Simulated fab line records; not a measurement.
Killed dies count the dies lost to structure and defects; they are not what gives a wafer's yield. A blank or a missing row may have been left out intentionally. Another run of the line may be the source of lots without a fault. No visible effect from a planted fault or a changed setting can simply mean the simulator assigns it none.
fab line records -- flow sky130
record: lots: 6, wafers: 18, lastDay: 50
route steps=708 shown RES_XHIGH@336 SD_N@342
lots with no fault: from the same line, run without faults
startH: hours from the record's opening day to when the first of the lot's shown wafers began -- waitH: how many hours have passed since the lot's step before this one -- " same as the row above -- L1.1+2: a single row standing in for several wafers -- - no value, or no start was given -- * or withheld: withheld -- < > ~ a bound
route shown NAME@n: NAME is a module with steps in the file, n the number in the route of the first one -- usual: mean/standard deviation taken from wafers without a fault -- same: alike in all rows -- chamber/n: place in a boat -- sites: each site's reading -- _std_site: how widely they spread, as a standard deviation -- _edge_site: the outer-site mean with the inner-site mean subtracted -- radiusMm: for every site, how far away it sits from the centre of the wafer -- mask NAME#n: copy n -- behind: the most recent tool/chamber to have shaped the wafer -- hold: cause of the lot's hold/its duration in hours/its outcome -- device: the transistor (n, p or np) that didn't switch -- end of line: tests run on the same wafers once the route is complete -- where a step has no rows: the recipe by itself -- killed: not the wafer's yield, but the dies lost to structure and defects at the first sort -- map: per-die view of a wafer (x killed, . not killed, _ where there is no die)
set.NAME: the setting as run; set.NAME@STEP: as run at that earlier step -- model.NAME: the simulator's own value behind a step, which no gauge read
lots seen at some steps along the route; tables by step, rows by wafer
services: from which hour (startH, from the record's first day; less than 0 if before it) a tool's chamber was out of use, for how many hours, and why
== steps ==
step: SKY_RES_XHIGH_EXPOSE_04
recipe: maskId: URPM, na: 0.6, sourceShape: conventional, sigmaOuter: 0.6, polarization: unpolarized, targetCdNm: 1270, doseMj: 140
step: SKY_RES_XHIGH_PEB_05
recipe: tempC: withheld, timeS: *, resist: NOVOLAK
step: SKY_RES_XHIGH_DEVELOP_06
recipe: resist: NOVOLAK, developer: TMAH, developTimeS: 60, devTempC: 23
step: SKY_RES_XHIGH_IMPLANT_07
recipe: species: BF2, energyKev: 20, doseCm2: 3.6e+14, tiltDeg: 0
step: SKY_RES_XHIGH_STRIP_08
recipe: chemistry: O2/N2, powerW: 1400, pressureMtorr: 1500, platenTempC: withheld, o2FlowSccm: 3000, n2FlowSccm: 300, overashFraction: 0.5
usual: drypumpMotorCurrentA: 5.9/0.62, oesProductAu: 0.711/0.0044, stripTimeToEndpointS: 14.27/0.036
lot.wafer,tool,chamber,startH,waitH,drypumpMotorCurrentA,oesProductAu,rfHoursCounterH,stripTimeToEndpointS
L904.2,plasmaAsher-02,0,632.05,0.1,5.1,0.716,52,14.28
L904.4,plasmaAsher-02,0,632.05,0.1,5.1,0.717,-,14.26
L904.5,plasmaAsher-02,1,632.05,0.1,6.6,0.712,-,14.24
L908.4,plasmaAsher-03,0,667.76,0.1,6.0,0.710,-,14.24
L908.5,plasmaAsher-03,1,667.76,0.1,5.7,0.710,-,14.27
L908.6,plasmaAsher-03,0,667.76,0.1,6.0,0.708,-,14.29
L921.1,plasmaAsher-02,1,767.23,0.1,6.6,0.707,68,14.30
L921.5,plasmaAsher-02,0,767.23,0.1,5.1,0.707,-,14.32
L921.6,plasmaAsher-02,1,767.23,0.1,6.6,0.705,-,14.26
L923.2,plasmaAsher-02,0,775.73,0.1,5.1,0.702,68,14.30
L923.4,plasmaAsher-02,1,775.73,0.1,6.6,0.705,-,14.27
L923.5,plasmaAsher-02,1,775.73,0.1,6.6,0.715,-,14.29
L926.1,plasmaAsher-01,1,801.03,0.1,5.7,0.714,39,14.23
L926.4,plasmaAsher-01,1,801.03,0.1,5.7,0.710,-,14.30
L926.6,plasmaAsher-01,0,801.03,0.1,6.5,0.715,-,14.28
L927.2,plasmaAsher-02,0,809.08,0.1,5.1,0.708,72,14.23
L927.3,plasmaAsher-02,0,809.08,0.1,5.1,0.710,-,14.24
L927.6,plasmaAsher-02,0,809.08,0.1,5.1,0.708,-,14.23
step: SKY_RES_XHIGH_TW_MEAS_09
usual: RES_XHIGH_TW: 1644/7.2
lot.wafer,tool,chamber,startH,waitH,RES_XHIGH_TW
L904.2,filmMetro-01,-,632.16,0.1,1641
L904.4,filmMetro-01,-,632.16,0.1,1631
L904.5,filmMetro-01,-,632.16,0.1,1635
L908.4,filmMetro-02,-,667.86,0.1,1654
L908.5,filmMetro-02,-,667.86,0.1,1650
L908.6,filmMetro-02,-,667.86,0.1,1651
L921.1,filmMetro-04,-,767.33,0.1,1640
L921.5,filmMetro-04,-,767.33,0.1,1641
L921.6,filmMetro-04,-,767.33,0.1,1635
L923.2,filmMetro-01,-,775.84,0.1,1663
L923.4,filmMetro-01,-,775.84,0.1,1653
L923.5,filmMetro-01,-,775.84,0.1,1662
L926.1,filmMetro-04,-,801.13,0.1,1642
L926.4,filmMetro-04,-,801.13,0.1,1644
L926.6,filmMetro-04,-,801.13,0.1,1624
L927.2,filmMetro-01,-,809.19,0.1,1648
L927.3,filmMetro-01,-,809.19,0.1,1645
L927.6,filmMetro-01,-,809.19,0.1,1657
step: SKY_SD_N_DEHYDRATE_00
recipe: tempC: 200, timeS: 60
step: SKY_SD_N_HMDS_01
recipe: primeTimeS: 60, primeTempC: 120
step: SKY_SD_N_COAT_02
recipe: resist: NOVOLAK, spinRpm: 3000, resistThkNm: 1140
step: SKY_SD_N_SOFTBAKE_03
recipe: tempC: 90, timeS: 60, resist: NOVOLAK
step: SKY_SD_N_EXPOSE_04
recipe: maskId: NSDM, na: 0.6, sourceShape: conventional, sigmaOuter: 0.6, polarization: unpolarized, targetCdNm: 380, doseMj: 141
step: SKY_SD_N_PEB_05
recipe: tempC: withheld, timeS: *, resist: NOVOLAK
step: SKY_SD_N_DEVELOP_06
recipe: resist: NOVOLAK, developer: TMAH, developTimeS: 60, devTempC: 23
usual: chillPlateTempC: 23.01/0.11, developTimeS: 60/0
lot.wafer,tool,chamber,startH,waitH,chillPlateTempC,developTimeS
L904.2,lithoTrack-04,0,660.77,0.1,23.10,60
L904.4,lithoTrack-04,0,660.77,0.1,23.06,60
L904.5,lithoTrack-04,0,660.77,0.1,23.01,60
L908.4,lithoTrack-01,0,696.72,0.1,22.94,60
L908.5,lithoTrack-01,0,696.72,0.1,23.02,60
L908.6,lithoTrack-01,0,696.72,0.1,23.15,60
L921.1,lithoTrack-04,-,793.10,0.1,-,-
L921.5,lithoTrack-04,-,793.10,0.1,-,-
L921.6,lithoTrack-04,-,793.10,0.1,-,-
L923.2,lithoTrack-01,-,801.82,0.1,-,-
L923.4,lithoTrack-01,-,801.82,0.1,-,-
L923.5,lithoTrack-01,-,801.82,0.1,-,-
L926.1,lithoTrack-01,0,827.05,0.1,22.99,60
L926.4,lithoTrack-01,0,827.05,0.1,22.97,60
L926.6,lithoTrack-01,0,827.05,0.1,23.01,60
L927.2,lithoTrack-02,0,835.30,0.1,22.87,60
L927.3,lithoTrack-02,0,835.30,0.1,22.90,60
L927.6,lithoTrack-02,0,835.30,0.1,22.91,60
step: SKY_SD_N_CD_MEAS_07
recipe: targetCdNm: 380
usual: cdNm: 379.3/2.5
lot.wafer,tool,chamber,startH,waitH,cdNm
L904.2,cdSem-02,-,660.92,0.1,379.8
L904.4,cdSem-02,-,660.92,0.1,379.7
L904.5,cdSem-02,-,660.92,0.1,384.5
L908.4,cdSem-02,-,696.86,0.1,378.8
L908.5,cdSem-02,-,696.86,0.1,379.8
L908.6,cdSem-02,-,696.86,0.1,380.0
L921.1,cdSem-02,-,793.25,0.1,-
L921.5,cdSem-02,-,793.25,0.1,-
L921.6,cdSem-02,-,793.25,0.1,-
L923.2,cdSem-02,-,801.97,0.1,-
L923.4,cdSem-02,-,801.97,0.1,-
L923.5,cdSem-02,-,801.97,0.1,-
L926.1,cdSem-01,-,827.20,0.1,385.0
L926.4,cdSem-01,-,827.20,0.1,383.7
L926.6,cdSem-01,-,827.20,0.1,385.4
L927.2,cdSem-01,-,835.45,0.1,377.9
L927.3,cdSem-01,-,835.45,0.1,377.5
L927.6,cdSem-01,-,835.45,0.1,375.6
== services ==
tool,chamber,startH,hours,kind
plasmaAsher-03,-,608.44,34.0,repair
plasmaAsher-03,-,634.64,11.4,repair
lithoTrack-01,-,653.27,-,consumableReplace:filter
plasmaAsher-03,-,708.66,5.0,repair
plasmaAsher-03,-,733.75,9.0,pm
plasmaAsher-03,0,733.75,9.0,ventCycle
plasmaAsher-03,1,733.75,9.0,ventCycle
plasmaAsher-03,0,742.75,-,clean
plasmaAsher-03,1,742.75,-,clean
plasmaAsher-01,-,775.98,2.8,pm
plasmaAsher-03,-,788.06,2.8,pm
plasmaAsher-03,-,831.59,2.0,repair
plasmaAsher-03,-,833.76,28.1,pm
== key ==
firstSign: step: SKY_SD_N_DEVELOP_06, reading: toolRecord, direction: missing
effect none on later readings
metAt SKY_SD_N_DEVELOP_06
struckWafers L921.1,L921.5,L921.6,L923.2,L923.4,L923.5
sortLeftOut L921.1,L921.5,L921.6,L923.2,L923.4,L923.5
testerLeftOut L921,L923
onsetBetween 696.72 793.10
fault: kind: skippedStepWhole, tool: lithoTrack-01,lithoTrack-04, chamber: -, onsetH: 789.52, steps: SKY_SD_N_DEVELOP_06, scope: struckLotsOnly
testerLeftOut: of these lots the tester's yield and bins aren't shown, on N5 and GAA mostly nor the transistor test; their killed dies are dies lost to structure and defects alone, not to doping, threshold or leakage, so they don't give the yield
sortLeftOut: the simulated sort isn't trusted on such a fault, so these wafers' sort isn't shown, and their yield isn't known
